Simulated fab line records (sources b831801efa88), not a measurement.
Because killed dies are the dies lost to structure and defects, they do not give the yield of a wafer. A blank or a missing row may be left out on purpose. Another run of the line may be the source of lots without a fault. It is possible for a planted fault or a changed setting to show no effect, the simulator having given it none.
Which tool is to blame? ; flow gf180mcu ; Sampling: 13 lots, 39 wafers, 4 of 602 route steps

## WHAT THE GAUGES SHOWED, per wafer
GF_VT_IMPLANT_OVL_MEAS_07.
lot;measured;on;VT_IMPLANT_OVL (nm)
L885;day 5 14:46;overlay-02;-2.7 -0.3 -2.0
L886;day 5 20:43;overlay-02;-1.0 -0.2 -0.6
L888;day 6 09:25;overlay-01;0.1 -0.8 1.9
L893;day 7 14:22;overlay-02;-2.2 -2.8 -2.0
L894;day 8 00:18;overlay-02;1.2 0.5 0.3
L896;day 8 12:16;overlay-01;0.3 0.2 1.9
L899;day 9 07:44;overlay-02;0.4 1.6 -0.4
L900;day 9 13:14;overlay-01;-0.4 -2.1 -1.8
L903;day 10 06:51;overlay-01;1.0 -1.6 -0.3
L904;day 10 13:49;overlay-01;-1.6 -1.3 -2.3
L906;day 11 00:19;overlay-01;-2.0 -1.1 -0.7
L907;day 11 07:40;overlay-02;-0.7 -2.8 -1.4
L908;day 11 12:44;overlay-01;-0.6 -1.4 -1.2

GF_POLY_GATE_THK_MEAS_01.
lot;measured;on;POLY_GATE_CVD_00_THK (nm)
L885;day 8 11:32;film-metro-04;197.2 195.6 196.2
L886;day 8 16:45;film-metro-04;202.3 200.6 200.1
L888;day 9 07:52;film-metro-04;199.6 200.8 200.4
L893;day 10 15:42;film-metro-04;199.5 199.8 199.2
L894;day 11 06:05;film-metro-03;202.8 203.5 203.6
L896;day 11 19:59;film-metro-03;201.0 201.6 200.4
L899;day 12 15:44;film-metro-04;199.8 198.6 200.8
L900;day 13 01:38;film-metro-04;199.3 200.8 199.3
L903;day 13 23:17;film-metro-02;198.9 198.8 198.3
L904;day 14 12:34;film-metro-03;200.0 199.3 200.7
L906;day 14 22:07;film-metro-03;201.2 199.8 200.3
L907;day 15 04:13;film-metro-03;198.7 200.5 199.3
L908;day 15 06:53;film-metro-04;195.8 198.3 198.6

GF_HV_LDD_CD_MEAS_31 targets a cd of 400 nm.
lot;measured;on;cd-nm (nm)
L885;day 11 13:20;cd-sem-01;400.4 402.1 402.6
L886;day 11 17:50;cd-sem-01;398.2 398.8 398.9
L888;day 12 11:38;cd-sem-02;398.4 401.9 399.1
L893;day 13 23:08;cd-sem-02;401.9 399.3 401.3
L894;day 14 14:30;cd-sem-02;373.9 377.0 375.3
L896;day 15 04:54;cd-sem-02;378.4 377.5 377.6
L899;day 16 08:15;cd-sem-01;400.9 401.0 399.0
L900;day 16 19:00;cd-sem-02;402.3 401.0 400.6
L903;day 17 15:05;cd-sem-01;399.6 398.1 396.6
L904;day 18 04:59;cd-sem-02;397.9 399.8 397.8
L906;day 18 19:02;cd-sem-01;397.3 398.3 397.6
L907;day 19 00:05;cd-sem-02;399.7 401.3 402.6
L908;day 19 05:28;cd-sem-02;401.9 399.4 398.7

## TOOL THAT RAN EACH LOT (tool first, then ch and the chambers of the sampled wafers, then the start)
lot;GF_HV_LDD_EXPOSE_28
L885;iline-stepper-01 ch 0, day 11 04:21
L886;iline-stepper-02 ch 0, day 11 08:46
L888;iline-stepper-02 ch 0, day 12 02:08
L893;iline-stepper-02 ch 0, day 13 13:09
L894;iline-stepper-02 ch 0, day 14 04:36
L896;iline-stepper-02 ch 0, day 14 19:13
L899;iline-stepper-01 ch 0, day 15 21:26
L900;iline-stepper-01 ch 0, day 16 07:26
L903;iline-stepper-01 ch 0, day 17 04:58
L904;iline-stepper-01 ch 0, day 17 17:14
L906;iline-stepper-01 ch 0, day 18 06:56
L907;iline-stepper-01 ch 0, day 18 12:34
L908;iline-stepper-01 ch 0, day 18 17:31
- GF_HV_LDD_EXPOSE_28: exposes mask Nplus HV AREA, target cd 400 nm.

## AS READ BY THE TOOLS THEMSELVES (means over the sampled wafers that have a number; for cases with no such wafer, the mark the record gives instead)
GF_HV_LDD_EXPOSE_28.
lot;tool;exposure-dose-mJ-cm2
L885;iline-stepper-01;139.83
L886;iline-stepper-02;139.90
L888;iline-stepper-02;139.94
L893;iline-stepper-02;140.06
L894;iline-stepper-02;128.87
L896;iline-stepper-02;128.84
L899;iline-stepper-01;140.10
L900;iline-stepper-01;139.97
L903;iline-stepper-01;139.88
L904;iline-stepper-01;140.17
L906;iline-stepper-01;140.10
L907;iline-stepper-01;140.08
L908;iline-stepper-01;139.98

## THE ANSWER, worked out from the rows above alone
Rule: what is usual is taken from the lots themselves. The widest of any qualifying gaps counts: lots, ordered by their means at a reading, are off when they make up no more than a third of the lots, leave a main group of 4 or more, and stand apart from it by 3 or more times the standard deviation of that group's means. A main group whose means are all the same, to the digits that the tables above print for the reading, isn't used. A lot without any number at a reading at which 4 lots or more have one is off too. The other lots that the step has rows for count as sound. Order of review: gauges by route order, followed by the tools' own readings, for which a lot's mean as printed above is used. At the first step where some lot is off, the reading lying furthest off is the one used; lots without a number count as furthest.
Off: L894, L896 (GF_HV_LDD_CD_MEAS_31, cd-nm). The main group: mean 399.8 nm, standard deviation 1.3.
A tool fits if, at a process step before that reading, it ran every lot that is off, and no sound lot after the first of them. Not tried: the gauges at GF_HV_LDD_CD_MEAS_31; whatever is off there is also off at GF_HV_LDD_EXPOSE_28, on other tools, and gauge error can't account for it. One candidate fits, namely iline-stepper-02 at GF_HV_LDD_EXPOSE_28. A fault onset in the window from L893 (day 13 13:09, its last sound lot) to L894 (day 14 04:36, its first lot off) fits.
The tool's own readings at GF_HV_LDD_EXPOSE_28 bear it out: on the lots that are off they differ by more than 5 times the standard deviation of the sound lots' means. exposure-dose-mJ-cm2 reads 128.86 there against 140.00 on the sound lots.

## WHAT HAD BEEN PUT IN BY THE SIMULATOR
Drift in process parameters on iline-stepper-02 at GF_HV_LDD_EXPOSE_28, starting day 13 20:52. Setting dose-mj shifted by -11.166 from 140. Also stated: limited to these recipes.
Struck lots among those shown: L894, L896. This agrees with what the rule above found.
